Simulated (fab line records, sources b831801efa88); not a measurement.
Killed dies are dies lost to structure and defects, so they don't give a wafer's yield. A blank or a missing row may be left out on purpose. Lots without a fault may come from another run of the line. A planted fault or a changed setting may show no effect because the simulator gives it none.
fab line records | flow sky130
record lots=6 wafers=17 last_day=50
route steps=708 shown METAL5@679 PASSIVATION@681 PAD_OPEN@708
lots that met no fault: from a run of the same line without faults
start_h: hours from the record's first day to the start of the lot's first wafer shown | wait_h: hours since the lot's step before | " the same as in the row above | L1.1+2: a row that stands for several wafers | - no value, or no start given | * or withheld: withheld | < > ~ a bound
route shown NAME@n: a module of which the file shows steps, and the number in the route of the first | usual: mean/standard deviation of fault-free wafers | same: alike in all rows | chamber/n: place in a boat | sites: the reading at each site | _std_site: their standard deviation | _edge_site: outer sites' mean less inner sites' | radius_mm: how far each site lies from the wafer's centre | mask NAME#n: copy n | behind: the tool/chamber that last shaped the wafer | hold: why the lot was held/for how many hours/how that ended | device: the transistor (n, p or np) that didn't switch | end of line: the same wafers' tests at the end of the route | a step without rows: its recipe alone | killed: dies lost to structure and defects at the first sort, not the wafer's yield | map: a wafer's dies, x killed, . not, _ none there
set.NAME: the setting as run; set.NAME@STEP: as run at that earlier step | model.NAME: the simulator's own value behind a step, which no gauge read
lots at some steps of the route; a table a step, a row a wafer
services: from which hour (start_h, from the record's first day; less than 0 if before it) a tool's chamber was out of use, for how many hours, and why
## steps
# step SKY_METAL5_CLEAN_18
# recipe chemistry=IPA time_s=180 temp_c=25
# step SKY_METAL5_CLEAN_19
# recipe chemistry=O3/DIW dry=n2_spin
# step SKY_PASSIVATION_CVD_00
# recipe material=SiO2 target_thk_nm=90 temp_c=400 time_s=withheld rf_w=600
# usual heater_power_outer_w=355/88 heater_power_w=626/100 rf_fwd_power_W=589/3.1
# columns lot.wafer tool chamber start_h wait_h heater_power_outer_w heater_power_w rf_fwd_power_W
L420.1 pecvd-01 0 1071.60 0.0 292 594 585
L420.4 " 1 " " 435 699 590
L420.6 " 0 " " 296 582 583
L426.1 pecvd-01 0 1085.36 0.0 371 687 584
L426.4 " 0 " " 376 686 585
L426.6 " 2 " " 506 801 594
L425.2 pecvd-02 1 1085.96 0.0 354 634 592
L425.4 " 2 " " 402 723 597
L431.2 pecvd-01 1 1113.06 0.0 506 787 591
L431.3 " 0 " " 350 648 588
L431.6 " 2 " " 499 799 592
L433.3 pecvd-01 1 1133.20 0.0 512 817 590
L433.5 " 1 " " 518 824 589
L433.6 " 0 " " 360 670 586
L440.4 pecvd-04 0 1166.12 0.0 282 513 586
L440.5 " 1 " " 249 465 592
L440.6 " 2 " " 291 549 588
# step SKY_PASSIVATION_THK_MEAS_01
# recipe reads=SiO2_of_PASSIVATION_CVD_00
# usual PASSIVATION_CVD_00_THK=89.9/1.2
# columns lot.wafer tool chamber start_h wait_h PASSIVATION_CVD_00_THK[nm]
L420.1 film_metro-03 - 1071.62 - 88.2
L420.4 " - " " 89.7
L420.6 " - " " 89.5
L426.1 film_metro-01 - 1085.38 - 89.2
L426.4 " - " " 90.5
L426.6 " - " " 90.3
L425.2 film_metro-01 - 1085.99 - 89.2
L425.4 " - " " 90.7
L431.2 film_metro-03 - 1113.09 - 88.9
L431.3 " - " " 89.0
L431.6 " - " " 91.3
L433.3 film_metro-02 - 1133.24 - 89.0
L433.5 " - " " 90.1
L433.6 " - " " 89.3
L440.4 film_metro-01 - 1166.16 - 89.6
L440.5 " - " " 89.5
L440.6 " - " " 89.4
# step SKY_PASSIVATION_CVD_02
# recipe material=Si3N4 target_thk_nm=540 temp_c=400 time_s=withheld rf_w=450
# usual heater_power_w=682/110 rf_fwd_power_W=449.2/1.4
# columns lot.wafer tool chamber start_h wait_h heater_power_w rf_fwd_power_W
L420.1 pecvd-02 0 1071.68 0.1 539 450.8
L420.4 " 1 " " 620 451.0
L420.6 " 2 " " 806 450.0
L426.1 pecvd-04 2 1085.44 0.1 753 449.0
L426.4 " 2 " " 597 448.1
L426.6 " 1 " " 607 453.1
L425.2 pecvd-01 1 1086.04 0.0 860 448.0
L425.4 " 2 " " 887 445.7
L431.2 pecvd-02 1 1113.14 0.0 658 450.4
L431.3 " 0 " " 568 448.8
L431.6 " 0 " " 587 448.1
L433.3 pecvd-02 2 1133.28 0.0 754 449.0
L433.5 " 0 " " 536 448.7
L433.6 " 1 " " 653 447.9
L440.4 pecvd-01 2 1166.30 0.1 783 447.9
L440.5 " 0 " " 762 450.8
L440.6 " 1 " " 765 450.6
# step SKY_PASSIVATION_THK_MEAS_03
# recipe reads=Si3N4_of_PASSIVATION_CVD_02
# usual PASSIVATION_CVD_02_THK=539/6.6
# columns lot.wafer tool chamber start_h wait_h PASSIVATION_CVD_02_THK[nm]
L420.1 film_metro-02 - 1071.90 - 539
L420.4 " - " " 545
L420.6 " - " " 538
L426.1 film_metro-01 - 1085.67 - 538
L426.4 " - " " 538
L426.6 " - " " 544
L425.2 film_metro-02 - 1086.27 - 540
L425.4 " - " " 551
L431.2 film_metro-02 - 1113.37 - 533
L431.3 " - " " 535
L431.6 " - " " 543
L433.3 film_metro-01 - 1133.53 - 533
L433.5 " - " " 538
L433.6 " - " " 544
L440.4 film_metro-03 - 1166.45 - 546
L440.5 " - " " 550
L440.6 " - " " 546
# step SKY_PASSIVATION_DEHYDRATE_04
# recipe temp_c=200 time_s=60
# step SKY_PASSIVATION_HMDS_05
# recipe prime_time_s=60 prime_temp_c=120
# step SKY_PASSIVATION_COAT_06
# recipe spin_rpm=2000 resist_thk_nm=3000
# step SKY_PASSIVATION_SOFTBAKE_07
# recipe temp_c=110 time_s=withheld
# step SKY_PASSIVATION_EXPOSE_08
# recipe mask_id=NSM target_cd_nm=3000 na=0.57 dose_mj=260
# step SKY_PASSIVATION_PEB_09
# recipe temp_c=115 time_s=withheld
# step SKY_PASSIVATION_DEVELOP_10
# recipe develop_time_s=60 dev_temp_c=23
# usual chill_plate_temp_C=23.02/0.11
# columns lot.wafer tool chamber start_h wait_h chill_plate_temp_C
L420.1 litho_track-01 0 1092 - 23.10
L420.4 " 0 " " 22.99
L420.6 " 0 " " 23.10
L426.1 litho_track-01 0 1105 - 23.12
L426.4 " 0 " " 22.96
L426.6 " 0 " " 22.85
L425.2 litho_track-01 0 1106 - 22.94
L425.4 " 0 " " 23.04
L431.2 litho_track-03 0 1132 - 23.10
L431.3 " 0 " " 22.98
L431.6 " 0 " " 23.03
L433.3 litho_track-02 0 1151 - 22.89
L433.5 " 0 " " 23.05
L433.6 " 0 " " 23.00
L440.4 litho_track-03 0 1183 - 23.09
L440.5 " 0 " " 23.09
L440.6 " 0 " " 22.87
# step SKY_PASSIVATION_ETCH_11
# recipe chemistry=CF4/O2 target_depth_nm=725 stop_on=AlCu source_w=800 bias_w=150 pressure_mtorr=150 cf4_flow_sccm=80 O2_flow_sccm=10 time_s=161.1
# usual drypump_motor_current_A=5.8/0.34 oes_product_au=0.977/0.0068 rf_fwd_power_W=796.9/2.3 throttle_valve_pct=5.964/0.01
# columns lot.wafer tool chamber start_h wait_h drypump_motor_current_A oes_product_au rf_fwd_power_W rf_hours_counter_h throttle_valve_pct model.PASSIVATION.cd_nm
L420.1 rie_diel-04 0 1092.30 - 5.8 0.983 796.0 11 5.965 2991
L420.4 " 2 " " 6.0 0.975 795.6 6 5.949 2986
L420.6 " 0 " " 5.8 0.983 797.2 - 5.950 2994
L426.1 rie_diel-01 0 1106.00 - 5.7 0.972 799.2 14 5.967 2994
L426.4 " 3 " " 6.3 0.972 794.9 24 5.979 2973
L426.6 " 2 " " 5.2 0.977 799.7 - 5.951 2970
L425.2 rie_diel-04 2 1106.65 - 6.0 0.976 798.6 7 5.972 2983
L425.4 " 1 " " 5.7 0.984 795.6 19 5.973 2968
L431.2 rie_diel-01 3 1132.74 - 6.3 0.971 796.8 25 5.949 2985
L431.3 " 0 " " 5.8 0.976 797.1 15 5.983 2988
L431.6 " 2 " " 5.2 0.973 800.8 - 5.939 2985
L433.3 rie_diel-04 0 1151.28 - 5.8 0.978 796.1 13 5.976 2987
L433.5 " 3 " " 6.0 0.977 798.3 - 5.957 2994
L433.6 " 0 " " 5.8 0.977 794.5 - 5.969 2989
L440.4 rie_diel-03 0 1183.29 - 6.6 0.978 793.3 7 5.949 2990
L440.5 " 1 " " 5.3 0.985 794.9 - 5.964 2988
L440.6 " 2 " " 6.0 0.986 795.2 - 5.963 2995
# step SKY_PASSIVATION_STRIP_12
# recipe chemistry=O2/N2 power_w=1400 pressure_mtorr=1500 platen_temp_c=withheld overash_fraction=0.7 o2_flow_sccm=3000 n2_flow_sccm=300
# usual drypump_motor_current_A=5.6/0.44 oes_product_au=0.661/0.0047 strip_time_to_endpoint_s=31.56/0.12
# columns lot.wafer tool chamber start_h wait_h drypump_motor_current_A oes_product_au rf_hours_counter_h strip_time_to_endpoint_s
L420.1 plasma_asher-03 1 1092.41 0.1 5.8 0.653 35 31.53
L420.4 " 0 " " 5.6 0.652 - 31.61
L420.6 " 0 " " 5.6 0.648 - 31.49
L426.1 plasma_asher-01 1 1106.11 0.1 6.4 0.670 66 31.59
L426.4 " 0 " " 4.9 0.663 - 31.59
L426.6 " 0 " " 4.9 0.659 - 31.54
L425.2 plasma_asher-03 1 1106.76 0.1 5.8 0.658 37 31.71
L425.4 " 0 " " 5.6 0.663 - 31.66
L431.2 plasma_asher-01 1 1132.84 0.1 6.4 0.661 68 31.47
L431.3 " 0 " " 4.9 0.666 - 31.70
L431.6 " 0 " " 4.9 0.657 - 31.62
L433.3 plasma_asher-02 0 1151.42 0.1 5.1 0.652 - 31.34
L433.5 " 1 " " 5.8 0.658 - 31.38
L433.6 " 0 " " 5.1 0.668 - 31.37
L440.4 plasma_asher-02 1 1183.43 0.1 5.8 0.661 - 31.39
L440.5 " 0 " " 5.1 0.649 - 31.62
L440.6 " 1 " " 5.8 0.662 - 31.56
# step SKY_PAD_OPEN_PROBE_99
# usual defect_limited_yield=82.6/1.8 killed_at_M0_to_M3=43/7 killed_at_M4_up=3.4/1.9 killed_at_contacts=24/5.4 killed_at_front_end=15/4.4 killed_at_other=0.4/0.63 killed_dies=86/9.1 killed_on_rim=16/3.5 killed_open=46/6.6 killed_short=39/6.6 sort_bin_3_pad_short=0.9/0.46 sort_bin_5_function=10.3/1.4 sort_bin_6_memory=6.2/1.1 sort_n_pass=406/9.1 sort_yield_pct=82.6/1.8
# same gross_dies=492 killed_at_back_side=0 sort_bin_4_leakage[%]=0 sort_bin_8_speed[%]=0
# columns lot.wafer tool chamber start_h wait_h defect_limited_yield[%] killed_at_M0_to_M3 killed_at_M4_up killed_at_contacts killed_at_front_end killed_at_other killed_dies killed_on_rim killed_open killed_short sort_bin_3_pad_short[%] sort_bin_5_function[%] sort_bin_6_memory[%] sort_n_pass sort_yield_pct[%]
L426.1 prober-01 - 1129.08 0.1 83.3 37 3 16 25 1 82 15 44 36 0.6 11.2 4.9 410 83.3
L426.4 prober-01 - 1129.23 0.2 81.9 44 2 19 24 0 89 18 41 47 1.4 11.4 5.3 403 81.9
L426.6 prober-01 - 1129.33 0.2 81.7 46 7 21 15 1 90 22 47 43 0.6 10.0 7.7 402 81.7
L425.2 prober-02 - 1129.47 0.1 83.5 38 4 24 15 0 81 14 35 46 0.8 10.6 5.1 411 83.5
L431.3 prober-01 - 1153.37 0.2 80.9 60 3 20 11 0 94 14 52 42 0.6 12.2 6.3 398 80.9
L433.5 prober-01 - 1171.59 0.2 86.0 36 3 18 12 0 69 13 42 27 0.6 7.5 5.9 423 86.0
# killed by level:class
L426.1 VIA3:geometric_particle:open=10 FIELD_ISO:geometric_particle:short=9 VIA1:geometric_particle:open=7 CONTACT:geometric_particle:open=7 FIELD_ISO:geometric_particle:open=5 POLY_GATE:geometric_particle:short=5 VIA2:geometric_particle:open=5 VIA3:geometric_particle:short=5
L426.4 VIA1:geometric_particle:open=7 VIA2:geometric_particle:open=7 CONTACT:geometric_particle:short=6 VIA3:geometric_particle:short=6 LI_CONTACT:geometric_particle:short=5 METAL1:geometric_particle:short=5 VIA3:geometric_particle:open=5 FIELD_ISO:geometric_particle:short=4
L426.6 VIA1:geometric_particle:open=9 CONTACT:geometric_particle:open=8 METAL4:geometric_particle:short=7 LI_CONTACT:geometric_particle:open=6 METAL1:geometric_particle:short=6 VIA3:geometric_particle:short=6 VIA3:geometric_particle:open=6 FIELD_ISO:geometric_particle:open=5
L425.2 CONTACT:geometric_particle:open=7 METAL1:geometric_particle:short=7 CONTACT:geometric_particle:short=6 VIA1:geometric_particle:open=5 METAL2:geometric_particle:short=5 VIA2:geometric_particle:open=5 LI_CONTACT:geometric_particle:short=4 VIA1:geometric_particle:short=4
L431.3 VIA1:geometric_particle:open=17 METAL1:geometric_particle:short=7 VIA2:geometric_particle:open=7 METAL3:geometric_particle:short=7 LI_CONTACT:geometric_particle:open=6 VIA3:geometric_particle:open=6 FIELD_ISO:geometric_particle:short=5 CONTACT:geometric_particle:open=5
L433.5 CONTACT:geometric_particle:open=10 VIA1:geometric_particle:open=8 POLY_GATE:geometric_particle:open=6 VIA2:geometric_particle:open=5 METAL1:geometric_particle:short=5 METAL2:geometric_particle:short=4 VIA3:geometric_particle:open=4 LOCAL_INTERCONNECT:geometric_particle:short=3
## services
# columns tool chamber start_h hours kind
rie_diel-01 1 1052.04 - clean
rie_diel-01 1 1052.04 13.7 scheduled_down
rie_diel-01 1 1052.04 13.7 vent_cycle
pecvd-01 0 1055.58 2.1 scheduled_down
litho_track-03 - 1066.63 - consumable_replace:filter
rie_diel-01 2 1070.91 14.6 repair
rie_diel-01 - 1087.72 0.4 repair
rie_diel-03 0 1092.95 16.7 repair
pecvd-02 - 1096.44 0.5 repair
plasma_asher-03 - 1110.84 0.5 repair
pecvd-02 2 1116.06 5.0 scheduled_down
plasma_asher-03 - 1124.28 2.8 pm
litho_track-01 - 1131.13 - consumable_replace:filter
rie_diel-01 0 1134.51 9.1 repair
rie_diel-03 - 1137.25 0.8 repair
rie_diel-04 - 1137.27 0.5 repair
rie_diel-01 2 1148.30 8.4 repair
rie_diel-01 0 1162.85 4.5 repair
plasma_asher-01 - 1163.87 4.0 pm
rie_diel-03 0 1164.66 1.7 repair
pecvd-02 0 1167.64 2.1 scheduled_down
plasma_asher-03 - 1171.35 0.8 repair
pecvd-01 0 1180.62 - clean
pecvd-01 0 1180.62 - consumable_replace:showerhead
## key
first_sign none at tools or gauges
model_effect step=SKY_PASSIVATION_ETCH_11 value=PASSIVATION.cd_nm without=2988 struck=2971
met_at SKY_PASSIVATION_DEVELOP_10
struck_wafers L425.4,L426.4,L426.6
onset_between 1092 1105
fault kind=process_parameter_drift tool=litho_track-01 chamber=- onset_h=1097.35 steps=SKY_PASSIVATION_DEVELOP_10 channel=develop_time_s offset=* shape=step end_h=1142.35 scope=struck_wafers_only acts_in=* stated=*
